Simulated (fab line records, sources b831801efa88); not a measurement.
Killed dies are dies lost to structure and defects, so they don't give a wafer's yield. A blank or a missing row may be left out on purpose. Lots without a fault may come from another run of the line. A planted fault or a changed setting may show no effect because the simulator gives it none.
One fault seen from 2 desks | flow sky130 | each desk has only its own numbers; what lay behind them comes last

THE METROLOGY DESK
What the gauges read, lot by lot, whatever tool the lot ran on: means of the sampled wafers that have a number. A lot is out of limits, marked OUT, if its mean lies more than 4 standard deviations from the usual mean; the brackets give that distance.
Columns: A = SD_N_OVL at SKY_SD_N_OVL_MEAS_08, usual -0.2 nm; B = LI_CONTACT_W_THK at SKY_LI_CONTACT_THK_MEAS_23, usual 409 nm
lot  | first seen here | A    | B
L297 | day 30 00:57    | -2.2 | 413
L301 | day 31 10:34    | 0.7  | 411
L302 | day 31 18:47    | 1.1  | 414
L303 | day 32 02:53    | 3.1  | 398
L307 | day 33 07:00    | -0.9 | 415
L308 | day 33 17:00    | -1.2 | 425
L311 | day 34 10:09    | -0.9 | 397
L312 | day 34 16:56    | 1.1  | 419
L313 | day 34 19:45    | 0.2  | 420
L314 | day 35 07:03    | -0.6 | 401
L315 | day 35 10:49    | -0.9 | 401
This desk's finding: nothing out of limits on any of the 11 lots.

THE TOOL OWNER'S DESK: rie_diel-03
The tool's own readings at SKY_LI_CONTACT_ETCH_14 (etches BARC in N2/H2, stops on SiO2, time 45.9 s, target depth 60 nm): means of the sampled wafers that have a number, for each lot that ran on this tool. A lot is out of limits, marked OUT, if its mean lies more than 4 standard deviations from the usual mean; the brackets give that distance.
Columns: A = chamber_pressure_mTorr at SKY_LI_CONTACT_ETCH_14, usual 30.003 mTorr; B = drypump_motor_current_A at SKY_LI_CONTACT_ETCH_14, usual 5.9 A; C = n2_flow_sccm at SKY_LI_CONTACT_ETCH_14, usual 100.0 sccm; D = oes_product_au at SKY_LI_CONTACT_ETCH_14, usual 0.855 a.u.; E = run_length_s at SKY_LI_CONTACT_ETCH_14, usual 73.9 s; F = throttle_valve_pct at SKY_LI_CONTACT_ETCH_14, usual 13.225 %
lot  | first seen here | A      | B   | C     | D               | E              | F
L297 | day 31 07:38    | 30.011 | 6.0 | 100.3 | 0.857           | 73.8           | 13.215
L301 | day 32 16:32    | 30.010 | 5.9 | 100.0 | 0.996 (+31) OUT | 47.2 (-76) OUT | 13.240
L302 | day 33 00:05    | 29.989 | 5.9 | 99.6  | 1.010 (+34) OUT | 47.2 (-76) OUT | 13.245
L312 | day 35 20:22    | 29.997 | 6.3 | 99.8  | 0.856           | 73.9           | 13.222
L314 | day 36 11:23    | 30.025 | 5.8 | 100.2 | 0.851           | 73.8           | 13.225
This desk's finding: out of limits on L301, L302; first on L301, day 32 16:32 (oes_product_au at SKY_LI_CONTACT_ETCH_14). In limits: L297, L312, L314.

PUT TOGETHER
The tool owner's desk could have raised an alarm at day 32 16:32, on L301, L302.
The metrology desk saw nothing out of limits.
The metrology desk has L301, L302 on record, within its limits.
Of the lots named, all ran SKY_LI_CONTACT_ETCH_14 on rie_diel-03.

WHAT THE SIMULATOR HAD PUT IN
Process parameter drift: rie_diel-03, from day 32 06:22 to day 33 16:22, at SKY_LI_CONTACT_ETCH_14. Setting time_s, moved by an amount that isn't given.
Lots struck among those shown: L301, L302.
Hours from the fault's start to each desk's first reading out of limits: the tool owner's desk, 10.
